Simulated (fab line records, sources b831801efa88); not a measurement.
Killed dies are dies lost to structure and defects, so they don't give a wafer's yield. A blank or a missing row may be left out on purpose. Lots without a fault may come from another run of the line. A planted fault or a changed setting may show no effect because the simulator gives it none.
A struck lot beside a sound one | flow gf180mcu | 13 steps out of a route of 602
Sound: wafers L694.1, L694.4, L694.5. Struck: wafers L708.2, L708.5, L708.6. The cause comes at the end.
At each step with rows: each side's tool, then ch and its chambers, then its first start. Under that, the readings that differ: sound wafers | struck wafers | difference of the means | sigmas: that difference in standard deviations of wafers without a fault.
alike: readings whose means differ by less than 2 such deviations, and words and numbers that are the same on both sides. not compared: withheld readings, readings that some wafer has no value for, bounds like >300 that may hide the same value, and numbers for which the record gives no deviation and whose values overlap.
The two part at a step that has a row with sigmas, a row that says differs or no value, or rows on one side only. Numbers that don't overlap but have no deviation are shown without sigmas and don't part them. A reading that every wafer of one side lacks parts them only if that side has two wafers or more.

GF_V4_CD_MEAS_14: target cd 260 nm.
  sound on cd_sem-02, day 25 13:03; struck on cd_sem-01, day 30 03:13
  alike: cd_nm
GF_V4_OVL_MEAS_15:
  sound on overlay-01, day 25 13:10; struck on overlay-02, day 30 03:20
  alike: V4_OVL
GF_V4_ETCH_16: etches BARC in N2/H2.
  sound on rie_diel-04 ch 0,1, day 25 13:13; struck on rie_diel-03 ch 0,1,2, day 30 03:22
  alike: drypump_motor_current_A, oes_product_au, throttle_valve_pct
GF_V4_ETCH_17: etches SiO2 in C4F8/O2/Ar, stops on TiN, target depth 630 nm.
  sound on rie_diel-04 ch 0,1; struck on rie_diel-03 ch 0,1,2
  alike: oes_product_au
GF_V4_STRIP_18: strips in O2/N2.
  sound on plasma_asher-03 ch 0,1, day 25 13:20; struck on plasma_asher-03 ch 0,1, day 30 03:29
  alike: drypump_motor_current_A, heater_power_w, oes_product_au
  not compared: rf_hours_counter_h
then, 2 steps without rows for these wafers: GF_V4_STRIP_19 (strips in post etch residue remover, time 1200 s); GF_V4_CLEAN_20 (cleans in DIW).
GF_V4_SPUTTER_21: material Ti, target thk 15 nm, time 80.02 s.
  sound on pvd_sputter-04, day 25 13:52; struck on pvd_sputter-03, day 30 04:07
  alike: chamber_pressure_pa, throttle_valve_pct
GF_V4_SPUTTER_22: material TiN, target thk 10 nm, time 40 s.
  sound on pvd_sputter-04, day 25 13:56; struck on pvd_sputter-03, day 30 04:10
  alike: chamber_pressure_pa, throttle_valve_pct
then, 1 step without rows for these wafers: GF_V4_CVD_23 (deposits W, target thk 350 nm, time 104.9 s).
GF_V4_RS_MEAS_24: measures by four-point-probe.
  sound on film_metro-01, day 25 14:06; struck on film_metro-02, day 30 04:20
  alike: V4_W_RS
GF_V4_THK_MEAS_25: measures by xrf.
  sound on film_metro-01, day 25 14:13; struck on film_metro-02, day 30 04:27
  alike: V4_W_THK
GF_V4_CMP_26: polishes, stops on SiO2, t overpolish 15 s, target thk 0 nm.
  sound on cmp-01 ch 0,1,2, day 25 14:17; struck on cmp-01 ch 2,3, day 30 04:33
  no value came back on the struck wafers for any of 7 readings (edge_zone_pressure_frac, head_pressure_psi (psi) and others); on the sound wafers edge_zone_pressure_frac reads 1.003 1.000 0.995
  reading                             | sound             | struck            | difference | sigmas
  model.W_of_V4_CVD_23.thk_nm (nm)    | 0 0 0             | 347.7 347.3 353.3 | +349.4     |
  model.SiO2_of_V4_CVD_02.thk_nm (nm) | 625.7 627.3 628.7 | 631.9 632.3 633.4 | +5.3       |

WHERE THEY PART
Only at GF_V4_CMP_26, within this record.

WHY: what the simulator had put in
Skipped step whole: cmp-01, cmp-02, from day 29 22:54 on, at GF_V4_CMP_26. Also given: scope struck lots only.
